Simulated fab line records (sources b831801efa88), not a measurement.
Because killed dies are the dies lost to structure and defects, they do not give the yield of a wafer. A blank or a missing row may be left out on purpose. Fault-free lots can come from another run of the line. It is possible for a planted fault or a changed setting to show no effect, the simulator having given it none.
Comparing a struck lot with a sound one    flow sky130    16 out of 708 route steps
Sound: the wafers L655.2, L655.3, L655.4. Struck: wafers L642.2, L642.4, L642.6. The cause is given at the end.
For every step that has rows: the tool of each side, followed by ch and its chambers, followed by its first start. Under that, the readings that differ: sound wafers    struck wafers    difference of the means    sigmas: that difference in standard deviations of wafers without a fault.
alike: same words and numbers on both sides, and readings whose means sit less than 2 such deviations apart. not compared: any withheld reading, any reading some wafer has no value for, any bound like >300 that may hide the same value, and any number with overlapping values for which the record gives no deviation.
The two part at a step that has a row with sigmas, a row that says differs or no value, or rows on one side only. When numbers do not overlap yet have no deviation, they are printed without sigmas and do not part them. A reading that every wafer of one side lacks parts them only if that side has two wafers or more.

first, 5 steps without rows for these wafers: SKY_POLY_GATE_COAT_08 (resist thk 450 nm); SKY_POLY_GATE_SOFTBAKE_09 (time 90 s); SKY_POLY_GATE_EXPOSE_10 (exposes mask P1M, target cd 150 nm); SKY_POLY_GATE_PEB_11; SKY_POLY_GATE_DEVELOP_12 (develop time 60 s).
SKY_POLY_GATE_CD_MEAS_13: target cd 150 nm.
  sound on cdSem-01, day 21 08:57; struck on cdSem-01, day 15 22:25
  alike: cdNm
SKY_POLY_GATE_OVL_MEAS_14:
  sound on overlay-02, day 21 09:04; struck on overlay-02, day 15 22:31
  alike: POLY_GATE_OVL
SKY_POLY_GATE_ETCH_15: etches BARC in N2/H2, stops on SiO2, time 118.5 s, target depth 110 nm.
  sound on rieDiel-02 ch 0,2,3, day 21 09:05; struck on rieDiel-01 ch 0,1,2, day 15 22:33
  alike: drypumpMotorCurrentA, h2FlowSccm, oesProductAu, throttleValvePct
  not compared: rfHoursCounterH
SKY_POLY_GATE_ETCH_16: etches Si3N4 in CH3F/O2, stops on poly-Si, time 147.5 s, target depth 75 nm.
  sound on rieDiel-02 ch 0,2,3, day 21 09:10; struck on rieDiel-01 ch 0,1,2, day 15 22:38
  alike: drypumpMotorCurrentA, oesProductAu, throttleValvePct
  not compared: rfHoursCounterH
SKY_POLY_GATE_ETCH_17: etches poly-Si in HBr/Cl2, stops on SiO2, target depth 180 nm, time 70.5 s.
  sound on rieSi-01 ch 0,1,2, day 21 09:16; struck on rieSi-02 ch 0,1,2, day 15 22:44
  alike: drypumpMotorCurrentA, oesProductAu, throttleValvePct
  not compared: rfHoursCounterH
SKY_POLY_GATE_STRIP_18: strips in O2/N2.
  sound on plasmaAsher-04 ch 0,1, day 21 09:20; struck on plasmaAsher-04 ch 0,1, day 15 22:47
  alike: drypumpMotorCurrentA, oesProductAu, stripTimeToEndpointS
  not compared: rfHoursCounterH
then, 1 step without rows for these wafers: SKY_POLY_GATE_CLEAN_19 (cleans in SC1/SC2, time 150 s).
SKY_POLY_GATE_OXIDATION_20: stabilise 600 s, purge 300 s, target thk 4 nm.
  sound on furnace-01 ch 0, day 21 09:29; struck on furnace-02 ch 0, day 16 05:37
  alike: spikeTcUpperC
SKY_POLY_GATE_THK_MEAS_21:
  sound on filmMetro-02, day 21 10:44; struck on filmMetro-02, day 16 06:52
reading                       sound           struck          difference  sigmas
POLY_GATE_OXIDATION_THK (nm)  4.03 4.13 4.03  6.45 6.49 6.52  +2.42       +26
SKY_POLY_GATE_CD_MEAS_22:
  sound on cdSem-01, day 21 10:49; struck on cdSem-01, day 16 06:56
  alike: cdNm
-- a jump in the record: the struck wafers' starts before and after are 29 days apart (it breaks off in module POLY_GATE and resumes in module PAD_OPEN, where the first step shown is number 708 of the route) --
SKY_PAD_OPEN_PROBE_99:
  sound on prober-02, day 49 01:07; struck on prober-01, day 45 07:52
reading                              sound              struck             difference  sigmas
model.etest.tipSonos.rsOhmSq         2684 2778 2747     3176 3104 3140     +404        
model.etest.tipP.rsOhmSq             6947 6933 6915     7383 7372 7458     +473        
model.etest.pfet_01v8.rOnOhmUm       2880 2822 2857     3060 3113 3102     +239        
model.etest.resPdiff.lineOhmUm       1331 1355 1338     1472 1458 1431     +112        
model.etest.tipN.rsOhmSq             435.5 438.6 437.5  489.1 486.7 488.9  +51.0       
model.etest.nfet_01v8.rOnOhmUm       830.5 833.4 836.1  862 871.5 858      +30         
model.etest.resNdiff.lineOhmUm       756.1 757 759      814.3 809 793.2    +48.1       
model.etest.sonosUncharged.rOnOhmUm  809.5 815.6 807.8  841.5 831.5 822.9  +21.0       
  alike: killed_at_M0_to_M3, killed_at_M4_up, killedAtContacts, killedAtFrontEnd, killedAtOther, killedDies, killedOpen, killedShort

== WHERE THEY PART ==
Within this record, at SKY_POLY_GATE_THK_MEAS_21 only. Later steps at which nothing parts them and some readings are alike: SKY_POLY_GATE_CD_MEAS_22, SKY_PAD_OPEN_PROBE_99.

WHY: the cause the simulator had injected
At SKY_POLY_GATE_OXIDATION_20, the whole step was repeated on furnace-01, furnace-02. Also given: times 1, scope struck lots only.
